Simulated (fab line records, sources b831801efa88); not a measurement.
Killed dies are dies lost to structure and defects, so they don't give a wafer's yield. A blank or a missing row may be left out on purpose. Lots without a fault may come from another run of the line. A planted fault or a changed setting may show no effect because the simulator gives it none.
Chamber matching | flow sky130 | SKY_VIA4_CMP_02 on cmp-02: 4 sister chambers
The step polishes SiO2. 22 wafers are shown with their chamber, then 11 later ones without.

WAFERS WITH THEIR CHAMBER
wafer  | chamber | motor_current_A (A) | slurry_filter_dp_kPa (kPa)
L074.1 | 3       | 11.0                | 13.63
L074.3 | 1       | 12.1                | 13.27
L074.5 | 2       | 11.8                | 13.54
L080.1 | 3       | 10.5                | 13.44
L080.5 | 0       | 16.3                | 13.42
L080.6 | 3       | 10.2                | 13.75
L083.1 | 1       | 12.4                | 13.76
L083.2 | 3       | 10.7                | 13.30
L083.3 | 2       | 11.6                | 13.49
L087.2 | 3       | 10.9                | 13.32
L087.4 | 1       | 11.9                | 13.46
L087.6 | 3       | 10.5                | 13.49
L088.2 | 3       | 11.1                | 13.29
L088.4 | 2       | 11.8                | 13.27
L088.5 | 2       | 11.5                | 13.53
L089.1 | 1       | 12.4                | 13.52
L089.3 | 0       | 16.4                | 13.58
L089.5 | 2       | 11.1                | 13.56
L090.2 | 3       | 10.8                | 13.36
L090.5 | 1       | 11.6                | 13.51
L090.6 | 2       | 11.8                | 13.27
L091.3 | 3       | 10.9                | 13.56

SIGNATURES (means of the wafers above)
reading              | chamber 0 | chamber 1 | chamber 2 | chamber 3 | scatter within a chamber
motor_current_A      | 16.350    | 12.080    | 11.600    | 10.733    | 0.29
slurry_filter_dp_kPa | 13.5000   | 13.5040   | 13.4433   | 13.4600   | 0.156
Rule: a wafer's distance from a chamber is the root of the sum, over the readings, of the square of ((its reading less the chamber's mean) divided by the reading's scatter). The wafer belongs to the nearest chamber; if the next one is less than 2 further off, it can't be placed. The scatter: the root of (the sum of the squares of (reading less its chamber's mean) over the shown wafers, divided by (wafers less chambers)).

WAFERS WITHOUT THEIR CHAMBER
wafer  | motor_current_A (A) | slurry_filter_dp_kPa (kPa)
L091.4 | 16.3                | 13.44
L091.6 | 11.1                | 13.28
L093.2 | 10.9                | 13.46
L093.3 | 10.7                | 13.78
L093.4 | 16.2                | 13.71
L095.1 | 15.9                | 13.29
L095.2 | 12.6                | 13.63
L095.6 | 10.6                | 13.58
L097.1 | 11.0                | 13.30
L097.4 | 11.0                | 13.58
L097.5 | 12.1                | 13.70

WHICH CHAMBER EACH WENT THROUGH
wafer  | from the rows above          | in truth
L091.4 | 0                            | 0
L091.6 | can't be placed: 3 or 2 or 1 | 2
L093.2 | can't be placed: 3 or 2      | 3
L093.3 | can't be placed: 3 or 2      | 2
L093.4 | 0                            | 0
L095.1 | 0                            | 0
L095.2 | can't be placed: 1 or 2      | 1
L095.6 | 3                            | 3
L097.1 | can't be placed: 3 or 2      | 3
L097.4 | can't be placed: 3 or 2      | 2
L097.5 | can't be placed: 1 or 2      | 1
Placed correctly: 4 of 11. Can't be placed from these rows: 7 (the true chamber is among the candidates in 7). Placed wrongly: 0.
